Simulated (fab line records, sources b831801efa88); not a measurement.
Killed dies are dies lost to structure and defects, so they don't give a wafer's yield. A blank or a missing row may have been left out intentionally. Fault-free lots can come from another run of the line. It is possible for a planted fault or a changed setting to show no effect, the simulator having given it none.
fab line records + flow gf180mcu
record
- lots=13
- wafers=38
- lastDay=34
route steps=602 shown NSD@245 SAB@265 SALICIDE@284 M2@363
lots that met no fault: taken from a fault-free run of the same line
startH: the number of hours between the record's first day and the start of the first shown wafer of the lot + waitH: time in hours since the lot's previous step + " repeats the value in the row above + L1.1+2: a single row standing in for several wafers + - no value present, or no start provided + * or withheld: withheld + < > ~ a bound
route shown NAME@n: names a module that has steps shown in the file, with the first one's number in the route + usual: mean/standard deviation of fault-free wafers + same: alike in all rows + chamber/n: place in a boat + sites: per-site readings + _std_site: standard deviation of those values + _edge_site: mean of outer sites minus mean of inner sites + radiusMm: for every site, how far away it sits from the centre of the wafer + mask NAME#n: copy n + behind: the most recent tool/chamber to have shaped the wafer + hold: what put the lot on hold/how long, in hours/how the hold closed + device: which transistor (n, p or np) failed to switch + end of line: at the end of the route, the tests of the same wafers + a step without rows: its recipe alone + killed: not the wafer's yield, but the dies lost to structure and defects at the first sort + map: shows each die of a wafer: x if killed, . if not, _ if none is there
set.NAME: the setting as run; set.NAME@STEP: as run at that earlier step + model.NAME: the simulator's own value behind a step, which no gauge read
steps of the route over a sample of lots; a table a step, a row a wafer
services: when a tool's chamber went out of use (startH, in hours from the record's first day, below 0 if earlier), for how many hours, and the reason
## steps
# step GF_NSD_IMPLANT_10
# recipe
- species=P
- energyKev=40
- doseCm2=5e+14
- tiltDeg=7
# usual
- beamOnS=10.00/0.18
- faradayCurrentUA=2790/49
| lot.wafer | tool         | chamber | startH | waitH | beamOnS | faradayCurrentUA |
|-----------|--------------|---------|--------|-------|---------|------------------|
| L711.3    | implanter-04 | 0       | 296.05 | 0.1   | 10.06   | 2764             |
| L711.4    | "            | 0       | "      | "     | 9.87    | 2813             |
| L711.6    | "            | 0       | "      | "     | 9.84    | 2823             |
| L712.4    | implanter-02 | 0       | 302.85 | 0.1   | 9.94    | 2810             |
| L712.5    | "            | 0       | "      | "     | 10.19   | 2742             |
| L712.6    | "            | 0       | "      | "     | 10.10   | 2760             |
| L715.1    | implanter-04 | 0       | 328.38 | 0.1   | 10.16   | 2751             |
| L715.4    | "            | 0       | "      | "     | 10.17   | 2749             |
| L715.5    | "            | 0       | "      | "     | 10.06   | 2776             |
| L714.2    | implanter-01 | 0       | 330.71 | 0.1   | 10.20   | 2737             |
| L714.4    | "            | 0       | "      | "     | 10.01   | 2790             |
| L714.6    | "            | 0       | "      | "     | 10.03   | 2779             |
| L716.3    | implanter-04 | 0       | 338.38 | 0.1   | 9.89    | 2824             |
| L716.4    | "            | 0       | "      | "     | 9.96    | 2812             |
| L716.6    | "            | 0       | "      | "     | 10.25   | 2734             |
| L717.1    | implanter-02 | 0       | 346.17 | 0.1   | 9.63    | 2869             |
| L717.4    | "            | 0       | "      | "     | 10.12   | 2766             |
| L717.6    | "            | 0       | "      | "     | 10.20   | 2737             |
| L719.3    | implanter-02 | 0       | 362.79 | 0.1   | 9.99    | 2791             |
| L719.4    | "            | 0       | "      | "     | 10.12   | 2756             |
| L719.5    | "            | 0       | "      | "     | 10.25   | 2726             |
| L720.2    | implanter-02 | 0       | 366.27 | 0.1   | 9.80    | 2841             |
| L720.5    | "            | 0       | "      | "     | 9.93    | 2818             |
| L720.6    | "            | 0       | "      | "     | 10.05   | 2766             |
| L721.1    | implanter-01 | 0       | 380.53 | 0.1   | 9.89    | 2816             |
| L721.4    | "            | 0       | "      | "     | 10.14   | 2740             |
| L721.6    | "            | 0       | "      | "     | 9.91    | 2807             |
| L725.1    | implanter-01 | 0       | 425.68 | 0.1   | 7.86    | 3543             |
| L725.2    | "            | 0       | "      | "     | 9.84    | 2837             |
| L725.5    | "            | 0       | "      | "     | 10.04   | 2779             |
| L729.1    | implanter-01 | 0       | 443.68 | 0.1   | 7.82    | 3560             |
| L729.6    | "            | 0       | "      | "     | 7.87    | 3548             |
| L732.1    | implanter-04 | 0       | 468.23 | 0.1   | 10.07   | 2761             |
| L732.5    | "            | 0       | "      | "     | 9.87    | 2828             |
| L732.6    | "            | 0       | "      | "     | 9.66    | 2889             |
| L734.1    | implanter-02 | 0       | 482.07 | 0.1   | 9.99    | 2785             |
| L734.2    | "            | 0       | "      | "     | 10.25   | 2713             |
| L734.6    | "            | 0       | "      | "     | 9.78    | 2857             |
# step GF_PSD_RS_MEAS_14
# recipe
- thkMeasGauge=four-point-probe
# usual
- NSD_RS=46.10/0.082
| lot.wafer | tool         | chamber | startH | waitH | hold                    | NSD_RS[ohm/sq] |
|-----------|--------------|---------|--------|-------|-------------------------|----------------|
| L711.3    | filmMetro-02 | -       | 316.58 | 0.1   | -                       | 46.11          |
| L711.4    | "            | -       | "      | "     | -                       | 46.27          |
| L711.6    | "            | -       | "      | "     | -                       | 46.19          |
| L712.4    | filmMetro-02 | -       | 323.64 | 0.1   | -                       | 46.11          |
| L712.5    | "            | -       | "      | "     | -                       | 46.14          |
| L712.6    | "            | -       | "      | "     | -                       | 46.04          |
| L715.1    | filmMetro-01 | -       | 350.52 | 0.1   | -                       | 46.18          |
| L715.4    | "            | -       | "      | "     | -                       | 46.13          |
| L715.5    | "            | -       | "      | "     | -                       | 46.04          |
| L714.2    | filmMetro-02 | -       | 353.09 | 0.1   | -                       | 46.19          |
| L714.4    | "            | -       | "      | "     | -                       | 46.27          |
| L714.6    | "            | -       | "      | "     | -                       | 46.34          |
| L716.3    | filmMetro-01 | -       | 361.27 | 0.1   | -                       | 46.05          |
| L716.4    | "            | -       | "      | "     | -                       | 46.12          |
| L716.6    | "            | -       | "      | "     | -                       | 46.11          |
| L717.1    | filmMetro-01 | -       | 368.88 | 0.1   | -                       | 46.20          |
| L717.4    | "            | -       | "      | "     | -                       | 46.19          |
| L717.6    | "            | -       | "      | "     | -                       | 46.12          |
| L719.3    | filmMetro-01 | -       | 385.46 | 0.1   | -                       | 46.09          |
| L719.4    | "            | -       | "      | "     | -                       | 46.07          |
| L719.5    | "            | -       | "      | "     | -                       | 46.01          |
| L720.2    | filmMetro-01 | -       | 390.28 | 0.2   | -                       | 46.07          |
| L720.5    | "            | -       | "      | "     | -                       | 46.10          |
| L720.6    | "            | -       | "      | "     | -                       | 46.13          |
| L721.1    | filmMetro-01 | -       | 404.01 | 0.1   | -                       | 46.14          |
| L721.4    | "            | -       | "      | "     | -                       | 46.13          |
| L721.6    | "            | -       | "      | "     | -                       | 46.22          |
| L725.1    | filmMetro-04 | -       | 450.71 | 0.1   | awaitDispo/0.2h/release | 47.45          |
| L725.2    | "            | -       | "      | "     | awaitDispo/0.2h/release | 46.15          |
| L725.5    | "            | -       | "      | "     | awaitDispo/0.2h/release | 46.01          |
| L725.1    | filmMetro-04 | -       | 451.09 | 0.4   | -                       | 47.53          |
| L725.2    | "            | -       | "      | "     | -                       | 46.09          |
| L725.5    | "            | -       | "      | "     | -                       | 46.01          |
| L729.1    | filmMetro-01 | -       | 468.83 | 0.1   | awaitDispo/0.2h/release | 47.44          |
| L729.6    | "            | -       | "      | "     | awaitDispo/0.2h/release | 47.36          |
| L729.1    | filmMetro-01 | -       | 469.21 | 0.4   | -                       | 47.36          |
| L729.6    | "            | -       | "      | "     | -                       | 47.29          |
| L732.1    | filmMetro-04 | -       | 492.71 | 0.1   | -                       | 46.15          |
| L732.5    | "            | -       | "      | "     | -                       | 46.10          |
| L732.6    | "            | -       | "      | "     | -                       | 46.17          |
| L734.1    | filmMetro-01 | -       | 506.31 | 0.1   | -                       | 46.03          |
| L734.2    | "            | -       | "      | "     | -                       | 46.02          |
| L734.6    | "            | -       | "      | "     | -                       | 46.07          |
# step GF_SAB_THK_MEAS_01
# recipe
- reads=SiO2_of_SAB_CVD_00
# usual
- SAB_CVD_00_THK=49.8/0.7
| lot.wafer | tool         | chamber | startH | waitH | SAB_CVD_00_THK[nm] |
|-----------|--------------|---------|--------|-------|--------------------|
| L711.3    | filmMetro-01 | -       | 316.82 | 0.0   | 49.4               |
| L711.4    | "            | -       | "      | "     | 50.4               |
| L711.6    | "            | -       | "      | "     | 49.8               |
| L712.4    | filmMetro-02 | -       | 323.87 | 0.0   | 50.3               |
| L712.5    | "            | -       | "      | "     | 49.4               |
| L712.6    | "            | -       | "      | "     | 50.1               |
| L715.1    | filmMetro-03 | -       | 350.78 | 0.0   | 49.3               |
| L715.4    | "            | -       | "      | "     | 50.4               |
| L715.5    | "            | -       | "      | "     | 50.7               |
| L714.2    | filmMetro-01 | -       | 353.34 | 0.0   | 49.9               |
| L714.4    | "            | -       | "      | "     | 50.9               |
| L714.6    | "            | -       | "      | "     | 51.2               |
| L716.3    | filmMetro-03 | -       | 361.51 | 0.0   | 49.7               |
| L716.4    | "            | -       | "      | "     | 50.7               |
| L716.6    | "            | -       | "      | "     | 50.8               |
| L717.1    | filmMetro-01 | -       | 369.14 | 0.0   | 49.3               |
| L717.4    | "            | -       | "      | "     | 50.3               |
| L717.6    | "            | -       | "      | "     | 50.8               |
| L719.3    | filmMetro-02 | -       | 385.70 | 0.0   | 49.8               |
| L719.4    | "            | -       | "      | "     | 49.4               |
| L719.5    | "            | -       | "      | "     | 50.3               |
| L720.2    | filmMetro-03 | -       | 390.53 | 0.0   | 49.6               |
| L720.5    | "            | -       | "      | "     | 50.5               |
| L720.6    | "            | -       | "      | "     | 50.0               |
| L721.1    | filmMetro-02 | -       | 404.27 | 0.0   | 49.5               |
| L721.4    | "            | -       | "      | "     | 50.0               |
| L721.6    | "            | -       | "      | "     | 49.8               |
| L725.1    | filmMetro-02 | -       | 455.14 | 0.1   | 49.5               |
| L725.2    | "            | -       | "      | "     | 49.3               |
| L725.5    | "            | -       | "      | "     | 51.1               |
| L729.1    | filmMetro-02 | -       | 475.68 | 0.0   | 49.1               |
| L729.6    | "            | -       | "      | "     | 49.8               |
| L732.1    | filmMetro-03 | -       | 492.97 | 0.0   | 49.1               |
| L732.5    | "            | -       | "      | "     | 49.9               |
| L732.6    | "            | -       | "      | "     | 49.8               |
| L734.1    | filmMetro-03 | -       | 506.57 | 0.0   | 49.1               |
| L734.2    | "            | -       | "      | "     | 48.6               |
| L734.6    | "            | -       | "      | "     | 49.5               |
# step GF_SALICIDE_RTA_06
# recipe
- tempC=530
- timeS=30
- ambient=N2
# usual
- lampPowerPct=6.7/0.76
- wafer_temp_C_max=532.5/0.57
| lot.wafer | tool         | chamber | startH | waitH | lampPowerPct | wafer_temp_C_max |
|-----------|--------------|---------|--------|-------|--------------|------------------|
| L711.3    | rtpAnneal-02 | 0       | 338.34 | 0.1   | 5.6          | 531.2            |
| L711.4    | "            | 0       | "      | "     | 5.7          | 531.9            |
| L711.6    | "            | 0       | "      | "     | 5.6          | 532.1            |
| L712.4    | rtpAnneal-01 | 0       | 345.97 | 0.1   | 7.3          | 533.4            |
| L712.5    | "            | 0       | "      | "     | 7.3          | 532.6            |
| L712.6    | "            | 0       | "      | "     | 7.3          | 533.0            |
| L715.1    | rtpAnneal-02 | 0       | 373.75 | 0.1   | 5.7          | 531.6            |
| L715.4    | "            | 0       | "      | "     | 5.6          | 532.4            |
| L715.5    | "            | 0       | "      | "     | 5.7          | 531.7            |
| L714.2    | rtpAnneal-01 | 0       | 376.05 | 0.1   | 7.3          | 532.6            |
| L714.4    | "            | 0       | "      | "     | 7.3          | 532.8            |
| L714.6    | "            | 0       | "      | "     | 7.3          | 533.2            |
| L716.3    | rtpAnneal-02 | 0       | 384.12 | 0.1   | 5.7          | 531.4            |
| L716.4    | "            | 0       | "      | "     | 5.7          | 531.9            |
| L716.6    | "            | 0       | "      | "     | 5.7          | 532.0            |
| L717.1    | rtpAnneal-01 | 0       | 392.22 | 0.1   | 7.3          | 532.3            |
| L717.4    | "            | 0       | "      | "     | 7.3          | 532.7            |
| L717.6    | "            | 0       | "      | "     | 7.3          | 532.8            |
| L719.3    | rtpAnneal-01 | 0       | 409.69 | 0.1   | 7.3          | 532.7            |
| L719.4    | "            | 0       | "      | "     | 7.3          | 533.4            |
| L719.5    | "            | 0       | "      | "     | 7.3          | 532.8            |
| L720.2    | rtpAnneal-02 | 0       | 414.61 | 0.1   | 5.7          | 531.6            |
| L720.5    | "            | 0       | "      | "     | 5.6          | 532.2            |
| L720.6    | "            | 0       | "      | "     | 5.7          | 531.7            |
| L721.1    | rtpAnneal-01 | 0       | 427.84 | 0.1   | 7.3          | 531.8            |
| L721.4    | "            | 0       | "      | "     | 7.3          | 533.5            |
| L721.6    | "            | 0       | "      | "     | 7.3          | 532.5            |
| L725.1    | rtpAnneal-01 | 0       | 475.75 | 0.1   | 7.3          | 533.4            |
| L725.2    | "            | 0       | "      | "     | 7.3          | 532.5            |
| L725.5    | "            | 0       | "      | "     | 7.3          | 532.8            |
| L729.1    | rtpAnneal-01 | 0       | 494.12 | 0.1   | 7.3          | 532.9            |
| L729.6    | "            | 0       | "      | "     | 7.3          | 532.5            |
| L732.1    | rtpAnneal-01 | 0       | 516.90 | 0.1   | 7.3          | 532.6            |
| L732.5    | "            | 0       | "      | "     | 7.3          | 532.5            |
| L732.6    | "            | 0       | "      | "     | 7.3          | 533.6            |
| L734.1    | rtpAnneal-02 | 0       | 529.56 | 0.1   | 5.7          | 532.2            |
| L734.2    | "            | 0       | "      | "     | 5.7          | 532.1            |
| L734.6    | "            | 0       | "      | "     | 5.6          | 531.8            |
# step GF_M2_SPUTTER_01
# recipe
- material=TiN
- targetThkNm=30
- powerW=6500
- timeS=25
- chamberPressurePa=0.4
# usual
- chamberPressurePa=0.3999/0.00078
- throttleValvePct=30.5/0.85
| lot.wafer | tool          | chamber | startH | waitH | chamberPressurePa | throttleValvePct |
|-----------|---------------|---------|--------|-------|-------------------|------------------|
| L711.3    | pvdSputter-01 | -       | 411.77 | 0.1   | 0.3999            | 29.9             |
| L711.4    | "             | -       | "      | "     | 0.3996            | 30.9             |
| L711.6    | "             | -       | "      | "     | 0.3986            | 30.1             |
| L712.4    | pvdSputter-01 | -       | 420.41 | 0.1   | 0.3999            | 29.8             |
| L712.5    | "             | -       | "      | "     | 0.4001            | 29.2             |
| L712.6    | "             | -       | "      | "     | 0.3978            | 31.4             |
| L715.1    | pvdSputter-03 | -       | 449.32 | 0.1   | 0.4001            | 30.9             |
| L715.4    | "             | -       | "      | "     | 0.3999            | 30.4             |
| L715.5    | "             | -       | "      | "     | 0.3993            | 31.2             |
| L714.2    | pvdSputter-03 | -       | 452.41 | 0.1   | 0.3997            | 30.9             |
| L714.4    | "             | -       | "      | "     | 0.3996            | 30.3             |
| L714.6    | "             | -       | "      | "     | 0.4009            | 30.1             |
| L716.3    | pvdSputter-03 | -       | 462.34 | 0.1   | 0.3996            | 31.3             |
| L716.4    | "             | -       | "      | "     | 0.3994            | 30.9             |
| L716.6    | "             | -       | "      | "     | 0.4001            | 30.8             |
| L717.1    | pvdSputter-01 | -       | 470.13 | 0.1   | 0.4014            | 31.3             |
| L717.4    | "             | -       | "      | "     | 0.3999            | 29.9             |
| L717.6    | "             | -       | "      | "     | 0.3993            | 31.0             |
| L719.3    | pvdSputter-01 | -       | 487.19 | 0.1   | 0.3988            | 30.8             |
| L719.4    | "             | -       | "      | "     | 0.4000            | 30.1             |
| L719.5    | "             | -       | "      | "     | 0.4003            | 30.7             |
| L720.2    | pvdSputter-02 | -       | 492.84 | 0.1   | 0.3992            | 29.5             |
| L720.5    | "             | -       | "      | "     | 0.4011            | 28.6             |
| L720.6    | "             | -       | "      | "     | 0.4003            | 29.5             |
| L721.1    | pvdSputter-01 | -       | 506.02 | 0.1   | 0.3999            | 30.1             |
| L721.4    | "             | -       | "      | "     | 0.3998            | 29.2             |
| L721.6    | "             | -       | "      | "     | 0.3999            | 30.1             |
| L725.1    | pvdSputter-03 | -       | 549.86 | 0.1   | 0.3983            | 31.1             |
| L725.2    | "             | -       | "      | "     | 0.4000            | 30.1             |
| L725.5    | "             | -       | "      | "     | 0.3989            | 30.9             |
| L729.1    | pvdSputter-01 | -       | 566.72 | 0.1   | 0.3994            | 31.1             |
| L729.6    | "             | -       | "      | "     | 0.3991            | 29.4             |
| L732.1    | pvdSputter-03 | -       | 588.60 | 0.1   | 0.4003            | 31.1             |
| L732.5    | "             | -       | "      | "     | 0.3992            | 30.2             |
| L732.6    | "             | -       | "      | "     | 0.3996            | 31.0             |
| L734.1    | pvdSputter-02 | -       | 599.92 | 0.1   | 0.4003            | 30.1             |
| L734.2    | "             | -       | "      | "     | 0.4005            | 30.5             |
| L734.6    | "             | -       | "      | "     | 0.4011            | 30.2             |
## services
| tool          | chamber | startH | hours | kind                  |
|---------------|---------|--------|-------|-----------------------|
| implanter-01  | -       | 277.51 | 8.0   | repair                |
| pvdSputter-01 | -       | 283.23 | 1.2   | repair                |
| pvdSputter-03 | -       | 297.17 | 8.7   | repair                |
| pvdSputter-02 | -       | 312.82 | 8.7   | repair                |
| implanter-02  | -       | 313.05 | 7.0   | repair                |
| implanter-04  | -       | 361.89 | 3.6   | repair                |
| implanter-02  | -       | 367.20 | 2.6   | repair                |
| pvdSputter-02 | -       | 369.07 | 4.4   | repair                |
| pvdSputter-01 | 0       | 394.66 | -     | consumableReplace:kit |
| pvdSputter-03 | -       | 408.38 | 14.4  | repair                |
| implanter-01  | -       | 410.17 | 3.7   | pm                    |
| implanter-04  | -       | 425.36 | 3.7   | repair                |
| pvdSputter-03 | -       | 457.68 | 3.7   | repair                |
| implanter-01  | -       | 465.65 | 3.5   | repair                |
| pvdSputter-03 | -       | 497.42 | 5.8   | repair                |
| pvdSputter-01 | -       | 521.47 | 1.5   | repair                |
| implanter-02  | -       | 526.66 | 5.9   | repair                |
| implanter-04  | -       | 532.15 | 10.5  | pm                    |
| rtpAnneal-02  | -       | 548.60 | 2.9   | pm                    |
| implanter-01  | -       | 549.68 | 2.6   | repair                |
| implanter-02  | -       | 557.35 | 3.0   | pm                    |
| pvdSputter-03 | -       | 573.92 | 4.1   | repair                |
| implanter-04  | -       | 583.31 | 6.9   | pm                    |
| implanter-04  | -       | 593.02 | 5.2   | pm                    |
## key
firstSign
- step=GF_NSD_IMPLANT_10
- reading=faradayCurrentUA
- direction=up
- sigmas=15
- usual=2790
- struck=3550
effect
- step=GF_NSD_IMPLANT_10
- reading=beamOnS
- direction=down
- sigmas=12
- usual=10.00
- struck=7.85
effect
- step=GF_PSD_RS_MEAS_14
- reading=visit
- direction=added
effect
- step=GF_PSD_RS_MEAS_14
- reading=NSD_RS
- direction=up
- sigmas=16
- usual=46.10
- struck=47.42
metAt GF_NSD_IMPLANT_10
struckLots L725,L729
struckWafers L725.1,L729.1,L729.6
testerLeftOut L725,L729
notActingAt GF_SAB_THK_MEAS_01,GF_SALICIDE_RTA_06,GF_M2_SPUTTER_01
onsetBetween 380.53 425.68
fault
- kind=processParameterDrift
- tool=implanter-01
- chamber=-
- onsetH=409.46
- steps=GF_NSD_IMPLANT_10
- channel=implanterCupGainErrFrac
- offset=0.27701
- shape=step
- endH=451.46
- scope=struckWafersOnly
# testerLeftOut: of these lots the tester's yield and bins aren't shown, on N5 and GAA mostly nor the transistor test; their killed dies are dies lost to structure and defects alone, not to doping, threshold or leakage, so they don't give the yield
